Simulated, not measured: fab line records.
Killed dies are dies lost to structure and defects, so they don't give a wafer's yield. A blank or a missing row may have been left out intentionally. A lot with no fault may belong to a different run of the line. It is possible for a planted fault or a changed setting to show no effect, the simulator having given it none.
fab line records	flow gf180mcu
[record] lots = 11	wafers = 33	last_day = 34
route steps=602 shown VT_IMPLANT@122 NSD@244 CONTACT@305 M1@316
lots with no fault: from the same line, run without faults
start_h: hours from the record's first day to the start of the lot's first wafer shown	wait_h: time in hours since the lot's previous step	" unchanged from the row above	L1.1+2: one row covering several wafers at once	- no value, or no start was given	* or withheld: withheld	< > ~ a bound
route shown NAME@n: names a module that has steps shown in the file, with the first one's number in the route	usual: average and standard deviation across the fault-free wafers	same: alike in all rows	chamber/n: place in a boat	sites: each site's reading	_std_site: the values' standard deviation	_edge_site: outer sites' mean less inner sites'	radius_mm: for every site, how far away it sits from the centre of the wafer	mask NAME#n: copy n	behind: the tool/chamber that last shaped the wafer	hold: why the lot went on hold/how many hours it stayed there/how the hold came to an end	device: the n, p or np transistor that did not switch	end of line: tests of these same wafers at the route's end	step lacking rows: just its recipe	killed: dies that structure and defects cost at the first sort, which is not the same as the wafer's yield	map: dies across one wafer; x = killed, . = not, _ = none there
set.NAME: the setting the step ran with; set.NAME@STEP: the setting that earlier step ran with	model.NAME: the simulator's own value behind a step, which no gauge read
steps of the route over a sample of lots; a table a step, a row a wafer
services: a tool's chamber out of use, with start hour (start_h, from the record's first day; less than 0 if before it), hours out, and reason
[[steps]]
[step GF_VT_IMPLANT_TW_MEAS_32]
[usual] VT_IMPLANT_3_TW = 265.8/2.2
lot.wafer	tool	chamber	start_h	wait_h	VT_IMPLANT_3_TW
L407.1	film_metro-04	-	159.05	0.1	264.2
L407.5	"	-	"	"	264.7
L407.6	"	-	"	"	264.1
L410.4	film_metro-04	-	180.38	0.1	264.6
L410.5	"	-	"	"	264.4
L410.6	"	-	"	"	264.5
L413.4	film_metro-01	-	197.87	0.1	264.2
L413.5	"	-	"	"	263.9
L413.6	"	-	"	"	265.8
L414.1	film_metro-04	-	203.95	0.1	263.0
L414.2	"	-	"	"	263.4
L414.4	"	-	"	"	264.4
L415.1	film_metro-04	-	209.79	0.1	264.8
L415.2	"	-	"	"	265.6
L415.4	"	-	"	"	264.4
L417.1	film_metro-01	-	224.99	0.1	266.1
L417.5	"	-	"	"	265.4
L417.6	"	-	"	"	265.5
L419.3	film_metro-04	-	237.42	0.1	264.4
L419.4	"	-	"	"	267.7
L419.5	"	-	"	"	266.5
L424.2	film_metro-03	-	266.45	0.1	267.3
L424.3	"	-	"	"	268.7
L424.4	"	-	"	"	267.9
L425.1	film_metro-01	-	273.24	0.1	264.9
L425.3	"	-	"	"	265.9
L425.4	"	-	"	"	264.0
L426.1	film_metro-03	-	280.14	0.1	267.1
L426.2	"	-	"	"	267.0
L426.6	"	-	"	"	268.0
L427.2	film_metro-03	-	295.40	0.1	267.6
L427.4	"	-	"	"	269.1
L427.5	"	-	"	"	270.5
[step GF_NSD_IMPLANT_09]
[recipe] species = As	energy_kev = 60	dose_cm2 = 4e+15	tilt_deg = 7
[usual] beam_energy_keV = 59.999/0.019	beam_on_s = 19.1/0.84
[same] implant_ion_amu = 75
lot.wafer	tool	chamber	start_h	wait_h	beam_energy_keV	beam_on_s
L407.1	implanter-01	0	316.56	0.0	60.008	19.2
L407.5	"	0	"	"	59.968	20.0
L407.6	"	0	"	"	60.003	19.5
L410.4	implanter-01	0	348.59	0.1	60.004	19.3
L410.5	"	0	"	"	59.997	20.6
L410.6	"	0	"	"	60.002	20.0
L413.4	implanter-01	0	373.64	0.1	77.301	-
L413.5	"	0	"	"	77.311	-
L413.6	"	0	"	"	77.326	-
L414.1	implanter-01	0	375.62	0.0	77.339	-
L414.2	"	0	"	"	77.361	-
L414.4	"	0	"	"	77.308	-
L415.1	implanter-01	0	384.52	0.0	77.311	-
L415.2	"	0	"	"	77.324	-
L415.4	"	0	"	"	77.305	-
L417.1	implanter-02	0	406.36	0.0	59.970	18.1
L417.5	"	0	"	"	59.990	19.5
L417.6	"	0	"	"	60.006	18.4
L419.3	implanter-02	0	423.77	0.1	59.974	18.7
L419.4	"	0	"	"	59.987	18.9
L419.5	"	0	"	"	60.009	18.6
L424.2	implanter-04	0	452.34	0.0	60.000	18.9
L424.3	"	0	"	"	60.025	18.2
L424.4	"	0	"	"	60.013	18.4
L425.1	implanter-02	0	462.21	0.0	59.996	18.6
L425.3	"	0	"	"	59.995	18.2
L425.4	"	0	"	"	59.998	19.7
L426.1	implanter-04	0	473.91	0.0	59.988	18.9
L426.2	"	0	"	"	60.005	18.9
L426.6	"	0	"	"	59.990	18.8
L427.2	implanter-01	0	489.04	0.0	60.032	19.4
L427.4	"	0	"	"	60.042	19.9
L427.5	"	0	"	"	60.022	20.1
[step GF_NSD_STRIP_11]
[recipe] chemistry = O2/N2	power_w = 1400	pressure_mtorr = 1500	platen_temp_c = 250	o2_flow_sccm = 3000	n2_flow_sccm = 300	overash_fraction = 0.5
[usual] drypump_motor_current_A = 6.0/0.32	heater_power_w = 332/18	oes_product_au = 0.487/0.0044	strip_time_to_endpoint_s = 22.98/0.039
lot.wafer	tool	chamber	start_h	wait_h	drypump_motor_current_A	heater_power_w	oes_product_au	rf_hours_counter_h	strip_time_to_endpoint_s
L407.1	plasma_asher-03	1	316.86	0.1	6.4	326	0.493	56	23.02
L407.5	"	0	"	"	5.8	335	0.489	-	23.03
L407.6	"	1	"	"	6.4	328	0.486	-	23.02
L410.4	plasma_asher-02	0	348.84	0.1	5.6	331	0.491	-	22.93
L410.5	"	1	"	"	6.0	321	0.490	-	22.95
L410.6	"	0	"	"	5.6	340	0.499	-	23.02
L413.4	plasma_asher-03	0	373.89	0.1	5.8	335	0.466	-	25.37
L413.5	"	0	"	"	5.8	327	0.456	-	25.38
L413.6	"	1	"	"	6.4	323	0.466	-	25.35
L414.1	plasma_asher-03	0	375.92	0.1	5.8	331	0.463	62	25.35
L414.2	"	1	"	"	6.4	317	0.459	62	25.32
L414.4	"	0	"	"	5.8	332	0.467	-	25.34
L415.1	plasma_asher-03	1	384.82	0.1	6.4	329	0.462	63	25.34
L415.2	"	0	"	"	5.8	342	0.458	63	25.33
L415.4	"	1	"	"	6.4	334	0.459	-	25.36
L417.1	plasma_asher-02	1	406.66	0.1	6.0	323	0.490	69	22.92
L417.5	"	1	"	"	6.0	323	0.490	-	22.90
L417.6	"	0	"	"	5.6	331	0.477	-	22.94
L419.3	plasma_asher-02	1	424.05	0.1	6.0	317	0.492	-	22.98
L419.4	"	0	"	"	5.6	342	0.486	-	22.99
L419.5	"	1	"	"	6.0	312	0.491	-	22.97
L424.2	plasma_asher-02	0	452.61	0.1	5.6	335	0.491	75	23.00
L424.3	"	1	"	"	6.0	321	0.484	-	22.99
L424.4	"	0	"	"	5.6	331	0.493	-	23.00
L425.1	plasma_asher-03	0	462.51	0.1	5.8	332	0.487	70	23.00
L425.3	"	0	"	"	5.8	329	0.485	-	23.04
L425.4	"	1	"	"	6.4	315	0.491	-	23.04
L426.1	plasma_asher-03	1	474.21	0.1	6.4	328	0.485	71	22.99
L426.2	"	0	"	"	5.8	337	0.490	71	22.98
L426.6	"	0	"	"	5.8	331	0.477	-	22.98
L427.2	plasma_asher-02	1	489.31	0.1	6.0	319	0.490	79	22.94
L427.4	"	1	"	"	6.0	315	0.494	-	22.91
L427.5	"	1	"	"	6.0	324	0.491	-	22.90
[step GF_NSD_TW_MEAS_12]
[usual] NSD_TW = 4243/37
lot.wafer	tool	chamber	start_h	wait_h	NSD_TW
L407.1	film_metro-03	-	316.96	0.1	4315
L407.5	"	-	"	"	4293
L407.6	"	-	"	"	4317
L410.4	film_metro-03	-	348.94	0.1	4291
L410.5	"	-	"	"	4328
L410.6	"	-	"	"	4289
L413.4	film_metro-01	-	373.99	0.1	4503
L413.5	"	-	"	"	4473
L413.6	"	-	"	"	4494
L414.1	film_metro-01	-	376.02	0.1	4490
L414.2	"	-	"	"	4510
L414.4	"	-	"	"	4517
L415.1	film_metro-01	-	384.92	0.1	4500
L415.2	"	-	"	"	4488
L415.4	"	-	"	"	4482
L417.1	film_metro-03	-	406.76	0.1	4302
L417.5	"	-	"	"	4284
L417.6	"	-	"	"	4290
L419.3	film_metro-01	-	424.14	0.1	4251
L419.4	"	-	"	"	4259
L419.5	"	-	"	"	4251
L424.2	film_metro-03	-	452.72	0.1	4273
L424.3	"	-	"	"	4265
L424.4	"	-	"	"	4271
L425.1	film_metro-01	-	462.61	0.1	4193
L425.3	"	-	"	"	4216
L425.4	"	-	"	"	4208
L426.1	film_metro-01	-	474.31	0.1	4205
L426.2	"	-	"	"	4228
L426.6	"	-	"	"	4208
L427.2	film_metro-01	-	489.42	0.1	4216
L427.4	"	-	"	"	4224
L427.5	"	-	"	"	4230
[step GF_PSD_RS_MEAS_14]
[recipe] thk_meas_gauge = four-point-probe
[usual] NSD_RS = 46.19/0.086
lot.wafer	tool	chamber	start_h	wait_h	NSD_RS[ohm/sq]
L407.1	film_metro-01	-	338.15	0.1	46.26
L407.5	"	-	"	"	46.21
L407.6	"	-	"	"	46.15
L410.4	film_metro-04	-	371.53	0.1	46.22
L410.5	"	-	"	"	46.13
L410.6	"	-	"	"	46.11
L413.4	film_metro-03	-	397.28	0.1	41.79
L413.5	"	-	"	"	41.74
L413.6	"	-	"	"	41.79
L414.1	film_metro-04	-	399.64	0.1	41.78
L414.2	"	-	"	"	41.85
L414.4	"	-	"	"	41.86
L415.1	film_metro-01	-	408.29	0.1	41.97
L415.2	"	-	"	"	41.87
L415.4	"	-	"	"	41.80
L417.1	film_metro-03	-	430.25	0.1	46.17
L417.5	"	-	"	"	46.02
L417.6	"	-	"	"	46.03
L419.3	film_metro-03	-	449.01	0.1	46.24
L419.4	"	-	"	"	46.20
L419.5	"	-	"	"	46.12
L424.2	film_metro-03	-	477.13	0.1	46.04
L424.3	"	-	"	"	46.33
L424.4	"	-	"	"	46.14
L425.1	film_metro-01	-	486.25	0.1	46.23
L425.3	"	-	"	"	46.19
L425.4	"	-	"	"	46.18
L426.1	film_metro-01	-	498.26	0.1	46.12
L426.2	"	-	"	"	46.25
L426.6	"	-	"	"	46.24
L427.2	film_metro-01	-	513.28	0.1	46.23
L427.4	"	-	"	"	46.16
L427.5	"	-	"	"	46.13
[step GF_CONTACT_STRIP_18]
[recipe] chemistry = O2/N2	power_w = 1400	pressure_mtorr = 1500	platen_temp_c = 250	o2_flow_sccm = 3000	n2_flow_sccm = 300	overash_fraction = 0.5
[usual] drypump_motor_current_A = 5.8/0.33	heater_power_w = 339/35	oes_product_au = 0.580/0.0047
lot.wafer	tool	chamber	start_h	wait_h	drypump_motor_current_A	heater_power_w	oes_product_au	rf_hours_counter_h
L407.1	plasma_asher-02	1	383.78	-	6.0	328	0.576	66
L407.5	"	0	"	"	5.6	341	0.577	-
L407.6	"	1	"	"	6.0	318	0.578	-
L410.4	plasma_asher-01	1	419.61	-	6.0	306	0.589	-
L410.5	"	1	"	"	6.0	303	0.579	-
L410.6	"	0	"	"	5.4	376	0.581	-
L413.4	plasma_asher-04	1	446.56	-	6.3	401	0.587	-
L413.5	"	1	"	"	6.2	385	0.582	-
L413.6	"	0	"	"	5.5	314	0.569	-
L414.1	plasma_asher-04	1	448.72	-	6.3	386	0.580	2
L414.2	"	0	"	"	5.5	302	0.583	2
L414.4	"	0	"	"	5.5	302	0.584	-
L415.1	plasma_asher-04	1	457.42	-	6.2	392	0.580	3
L415.2	"	0	"	"	5.5	311	0.577	3
L415.4	"	1	"	"	6.2	390	0.579	-
L417.1	plasma_asher-04	1	480.92	-	6.2	404	0.583	6
L417.5	"	0	"	"	5.5	301	0.587	-
L417.6	"	1	"	"	6.3	391	0.581	-
L419.3	plasma_asher-01	0	498.91	-	5.4	374	0.581	-
L419.4	"	1	"	"	6.0	300	0.582	-
L419.5	"	1	"	"	6.0	298	0.587	-
L424.2	plasma_asher-02	1	526.18	-	6.0	313	0.585	83
L424.3	"	1	"	"	6.0	307	0.580	-
L424.4	"	0	"	"	5.6	341	0.576	-
L425.1	plasma_asher-04	1	534.53	-	6.2	388	0.582	12
L425.3	"	1	"	"	6.2	390	0.584	-
L425.4	"	0	"	"	5.5	295	0.588	-
L426.1	plasma_asher-02	1	546.32	-	6.0	317	0.575	85
L426.2	"	0	"	"	5.6	339	0.589	85
L426.6	"	0	"	"	5.6	336	0.579	-
L427.2	plasma_asher-02	1	561.47	-	6.0	326	0.583	87
L427.4	"	1	"	"	6.0	310	0.581	-
L427.5	"	1	"	"	6.1	323	0.583	-
[step GF_M1_SPUTTER_01]
[recipe] material = TiN	target_thk_nm = 30	power_w = 6500	time_s = 25	chamber_pressure_pa = 0.4
[usual] throttle_valve_pct = 30.0/0.75
lot.wafer	tool	chamber	start_h	wait_h	throttle_valve_pct
L407.1	pvd_sputter-04	-	384.86	0.1	28.6
L407.5	"	-	"	"	28.5
L407.6	"	-	"	"	30.9
L410.4	pvd_sputter-01	-	420.67	0.1	29.9
L410.5	"	-	"	"	29.7
L410.6	"	-	"	"	29.6
L413.4	pvd_sputter-04	-	447.60	0.1	30.6
L413.5	"	-	"	"	29.6
L413.6	"	-	"	"	30.8
L414.1	pvd_sputter-03	-	449.80	0.1	29.8
L414.2	"	-	"	"	30.2
L414.4	"	-	"	"	30.3
L415.1	pvd_sputter-01	-	458.50	0.1	29.6
L415.2	"	-	"	"	29.8
L415.4	"	-	"	"	30.9
L417.1	pvd_sputter-04	-	482.00	0.1	29.5
L417.5	"	-	"	"	30.7
L417.6	"	-	"	"	29.5
L419.3	pvd_sputter-01	-	499.96	0.1	29.8
L419.4	"	-	"	"	31.2
L419.5	"	-	"	"	29.7
L424.2	pvd_sputter-03	-	527.27	0.1	29.6
L424.3	"	-	"	"	30.0
L424.4	"	-	"	"	28.7
L425.1	pvd_sputter-04	-	535.88	0.1	30.7
L425.3	"	-	"	"	29.6
L425.4	"	-	"	"	30.9
L426.1	pvd_sputter-03	-	547.40	0.1	30.1
L426.2	"	-	"	"	29.1
L426.6	"	-	"	"	29.7
L427.2	pvd_sputter-01	-	562.55	0.1	29.9
L427.4	"	-	"	"	29.9
L427.5	"	-	"	"	29.7
[[services]]
tool	chamber	start_h	hours	kind
implanter-01	-	299.47	5.5	repair
pvd_sputter-03	-	320.68	7.8	repair
implanter-02	-	334.08	4.7	pm
pvd_sputter-03	-	345.44	9.5	repair
plasma_asher-02	-	353.05	1.7	repair
implanter-02	-	353.61	5.1	pm
plasma_asher-03	-	387.22	12.6	repair
pvd_sputter-01	-	388.70	4.6	repair
pvd_sputter-03	-	390.89	0.5	repair
pvd_sputter-03	-	407.76	7.0	repair
pvd_sputter-04	-	416.21	4.9	repair
plasma_asher-04	-	421.25	9.0	pm
pvd_sputter-01	-	424.91	6.7	repair
pvd_sputter-01	-	443.66	4.0	repair
implanter-01	-	446.99	27.8	pm
plasma_asher-03	-	479.13	19.4	repair
plasma_asher-04	-	489.29	0.9	repair
implanter-01	-	496.28	1.4	repair
pvd_sputter-04	-	499.24	3.4	repair
plasma_asher-02	-	510.48	2.0	repair
plasma_asher-02	-	536.09	0.3	repair
implanter-01	-	539.61	4.1	pm
pvd_sputter-01	-	554.83	7.3	repair
plasma_asher-03	-	557.37	1.0	repair
[[key]]
[first_sign] step = GF_NSD_IMPLANT_09	reading = beam_energy_keV	direction = up	sigmas = 99+	usual = 59.999	struck = 77.321
[effect] step = GF_NSD_STRIP_11	reading = strip_time_to_endpoint_s	direction = up	sigmas = 61	usual = *	struck = *
[effect] step = GF_NSD_TW_MEAS_12	reading = NSD_TW	direction = up	sigmas = 6.7	usual = 4243	struck = 4495
[effect] step = GF_PSD_RS_MEAS_14	reading = NSD_RS	direction = down	sigmas = 51	usual = 46.19	struck = 41.83
met_at GF_NSD_IMPLANT_09
struck_lots L413,L414,L415
tester_left_out L413,L414,L415
not_acting_at GF_VT_IMPLANT_TW_MEAS_32,GF_CONTACT_STRIP_18,GF_M1_SPUTTER_01
onset_between 348.59 373.64
[fault] kind = process_parameter_drift	tool = implanter-01	chamber = -	onset_h = 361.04	steps = GF_NSD_IMPLANT_09	channel = energy_kev	offset = 17.322	shape = step	end_h = 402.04	acts_in = these_recipes_only	stated = 60
// tester_left_out: of these lots the tester's yield and bins aren't shown, on N5 and GAA mostly nor the transistor test; their killed dies are dies lost to structure and defects alone, not to doping, threshold or leakage, so they don't give the yield
